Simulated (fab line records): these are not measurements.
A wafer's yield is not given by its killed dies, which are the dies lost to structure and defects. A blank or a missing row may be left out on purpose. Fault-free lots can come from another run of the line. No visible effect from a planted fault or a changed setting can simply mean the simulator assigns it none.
Which tool is to blame? | flow sky130 | 39 wafers from 13 lots sampled at 3 of the route's 708 steps

## WHAT THE GAUGES READ, wafer by wafer
SKY_CAP2M_THK_MEAS_04: measures by xrf. Usual: for CAP2M_TIN_THK the level is 200.6 nm and the standard deviation is 2.6.
lot  | measured     | on            | CAP2M_TIN_THK (nm) | flag
L122 | day 39 18:33 | film metro-02 | 201.5 201.7 202.0  |
L123 | day 40 05:51 | film metro-04 | 198.8 203.6 199.2  |
L124 | day 40 17:02 | film metro-04 | 202.4 200.6 205.0  |
L125 | day 40 23:25 | film metro-02 | 202.0 204.9 200.9  |
L127 | day 41 09:38 | film metro-04 | 201.5 200.2 202.9  |
L135 | day 43 21:13 | film metro-02 | 204.3 200.5 199.9  |
L136 | day 44 07:16 | film metro-01 | 201.5 202.7 201.0  |
L137 | day 44 09:47 | film metro-04 | 200.3 203.3 204.4  |
L138 | day 44 13:07 | film metro-02 | 200.8 202.7 204.9  |
L140 | day 45 01:46 | film metro-04 | 197.9 197.4 199.7  |
L141 | day 45 10:56 | film metro-01 | 198.6 206.4 203.9  |
L142 | day 45 14:42 | film metro-02 | 200.2 201.2 197.4  |
L144 | day 46 01:45 | film metro-04 | 201.3 201.8 200.5  |

## TOOL THAT RAN EACH LOT (tool first, then ch and the chambers of the sampled wafers, then the start)
lot  | SKY_SONOS_ONO_CVD_02        | SKY_METAL2_SPUTTER_00
L122 | lpcvd-02 ch 0, day 11 14:32 | pvd sputter-03, day 34 02:57
L123 | lpcvd-02 ch 1, day 11 23:32 | pvd sputter-03, day 34 12:38
L124 | lpcvd-02 ch 1, day 12 11:29 | pvd sputter-03, day 35 02:14
L125 | lpcvd-02 ch 0, day 12 17:47 | pvd sputter-03, day 35 09:19
L127 | lpcvd-02 ch 1, day 13 06:12 | pvd sputter-03, day 35 19:32
L135 | lpcvd-02 ch 0, day 16 01:37 | pvd sputter-03, day 38 15:50
L136 | lpcvd-02 ch 0, day 16 15:10 | pvd sputter-04, day 39 01:16
L137 | lpcvd-02 ch 1, day 16 17:35 | pvd sputter-03, day 39 04:29
L138 | lpcvd-02 ch 0, day 16 21:11 | pvd sputter-01, day 39 08:12
L140 | lpcvd-02 ch 1, day 17 22:02 | pvd sputter-03, day 39 23:02
L141 | lpcvd-02 ch 1, day 18 05:29 | pvd sputter-01, day 40 07:03
L142 | lpcvd-02 ch 1, day 18 14:47 | pvd sputter-03, day 40 11:25
L144 | lpcvd-02 ch 1, day 19 05:05 | pvd sputter-01, day 41 03:05
- SKY_SONOS_ONO_CVD_02: deposits Si3N4 from DCS/NH3, target thk 10.5 nm, time 180 s.
- SKY_METAL2_SPUTTER_00: material Ti, target thk 15 nm, time 10 s.

## AS READ BY THE TOOLS THEMSELVES (means over the sampled wafers that have a number; for cases with no such wafer, the mark the record gives instead)
SKY_SONOS_ONO_CVD_02. Usual: spike tc lower C 771.1 C, standard deviation 1; spike tc upper C 770.4 C, standard deviation 1.
lot  | tool     | spike tc lower C (C) | spike tc upper C (C) | flag
L122 | lpcvd-02 | 770.8                | 769.7                |
L123 | lpcvd-02 | 771.2                | 770.5                |
L124 | lpcvd-02 | 772.5                | 771.3                |
L125 | lpcvd-02 | 770.4                | 770.3                |
L127 | lpcvd-02 | 771.7                | 770.7                |
L135 | lpcvd-02 | 770.8                | 770.1                |
L136 | lpcvd-02 | 770.1                | 769.8                |
L137 | lpcvd-02 | 770.5                | 770.8                |
L138 | lpcvd-02 | 771.2                | 770.0                |
L140 | lpcvd-02 | 772.5                | 770.3                |
L141 | lpcvd-02 | 771.9                | 771.0                |
L142 | lpcvd-02 | 770.1                | 770.6                |
L144 | lpcvd-02 | 770.2                | 771.0                |

SKY_METAL2_SPUTTER_00. Usual: throttle valve pct 30.0 %, standard deviation 1.
lot  | tool           | throttle valve pct (%) | flag
L122 | pvd sputter-03 | 30.6                   |
L123 | pvd sputter-03 | 30.9                   |
L124 | pvd sputter-03 | 30.2                   |
L125 | pvd sputter-03 | 30.1                   |
L127 | pvd sputter-03 | 30.1                   |
L135 | pvd sputter-03 | 30.2                   |
L136 | pvd sputter-04 | 29.5                   |
L137 | pvd sputter-03 | 29.3                   |
L138 | pvd sputter-01 | 29.5                   |
L140 | pvd sputter-03 | 30.8                   |
L141 | pvd sputter-01 | 29.0                   |
L142 | pvd sputter-03 | 30.8                   |
L144 | pvd sputter-01 | 29.5                   |

## THE ANSWER, worked out from the rows above alone
Rule: lot off if the mean of its wafers having a number is beyond 3 standard deviations from the usual mean. Also off: a lot with no number at a reading for which 4 or more lots have one. Where the step has rows for the other lots, those lots are counted as sound. After the gauges, taken in route order, come the tools' own readings; for these a lot's mean is taken, as printed above. The first step at which some lot is off is used, and at that step the reading that is off furthest; a lot without a number counts as furthest.
Nothing can be told from this: no lot is off at any reading shown.

## WHAT THE SIMULATOR HAD INSERTED
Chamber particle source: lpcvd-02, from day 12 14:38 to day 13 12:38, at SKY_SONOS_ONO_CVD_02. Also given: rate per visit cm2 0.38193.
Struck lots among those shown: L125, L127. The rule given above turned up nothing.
